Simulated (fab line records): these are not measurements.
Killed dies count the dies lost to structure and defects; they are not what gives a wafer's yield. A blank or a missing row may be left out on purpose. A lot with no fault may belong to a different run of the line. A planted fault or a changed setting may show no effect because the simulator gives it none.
2 desks, one fault    flow gf180mcu    only its own numbers are on each desk; what lay behind them is given at the end

## DESK OF THE TOOL OWNER: plasma asher-01
The tool's own readings at GF_MVPSD_STRIP_10 (strips in O2/N2): means of the sampled wafers that have a number, for each lot that ran on this tool. The brackets show how far a lot's mean lies from the usual mean; more than 4 standard deviations puts the lot out of limits, marked OUT.
Columns: A = chamber pressure mTorr at GF_MVPSD_STRIP_10, usual 1499.9 mTorr; B = drypump motor current A at GF_MVPSD_STRIP_10, usual 5.9 A; C = heater power w at GF_MVPSD_STRIP_10, usual 312 W; D = oes product au at GF_MVPSD_STRIP_10, usual 0.723 a.u.; E = strip time to endpoint s at GF_MVPSD_STRIP_10, usual 36.97 s
lot   first seen here  A                         B    C    D                 E
L400  day 5 01:48      1499.4                    6.1  279  0.724             36.91
L405  day 6 07:56      1501.8                    6.1  279  0.722             37.06
L406  day 6 10:30      1499.1                    6.1  279  0.726             36.94
L407  day 6 19:24      1400.2 (-66) OUT          5.7  284  0.705             37.87 (+10) OUT
L410  day 7 18:45      1298.8 (-99 or more) OUT  6.1  284  0.699 (-5.3) OUT  38.89 (+21) OUT
Finding of this desk: L407, L410 out of limits; the first was L407 at day 6 19:24, on chamber pressure mTorr at GF_MVPSD_STRIP_10. In limits: L400, L405, L406.

## FROM THE METROLOGY DESK
Means of the sampled wafers that have a number, per lot and without regard to the tool the lot ran on: this is what the gauges read. The brackets show how far a lot's mean lies from the usual mean; more than 4 standard deviations puts the lot out of limits, marked OUT.
Columns: A = VT_IMPLANT_OVL at GF_VT_IMPLANT_OVL_MEAS_07, usual 0.3 nm; B = POLY_GATE_CVD_00_THK at GF_POLY_GATE_THK_MEAS_01, usual 201.0 nm
lot   first seen here  A     B
L400  day 5 15:37      0.5   202.3
L401  day 5 20:56      -0.8  199.4
L405  day 6 23:31      -0.4  201.5
L406  day 7 01:38      0.1   200.7
L407  day 7 10:25      -0.3  202.4
L410  day 8 11:28      0.5   201.6
L412  day 8 18:23      0.4   201.0
L413  day 9 00:13      -0.4  200.8
L414  day 9 05:46      -0.2  201.4
L417  day 10 01:04     0.3   199.6
L419  day 10 11:34     -0.1  204.7
L421  day 11 01:53     -0.8  201.2
L423  day 11 17:46     0.6   202.0
Finding of this desk: none of the 13 lots has anything out of limits.

## PUT TOGETHER
An alarm could have come from the tool owner's desk at day 6 19:24, on L407, L410.
Nothing out of limits was seen by the metrology desk.
The metrology desk holds a record of L407, L410, inside its limits.
The lots listed all ran GF_MVPSD_STRIP_10 on plasma asher-01.

## WHAT THE SIMULATOR HAD INSERTED
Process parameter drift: plasma asher-01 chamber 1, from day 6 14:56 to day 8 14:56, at GF_MVPSD_STRIP_10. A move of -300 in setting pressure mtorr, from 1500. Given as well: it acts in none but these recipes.
Shown lots that were struck: L407, L410.
How many hours passed from the start of the fault until each desk's first out-of-limits reading: the tool owner's desk, 4.
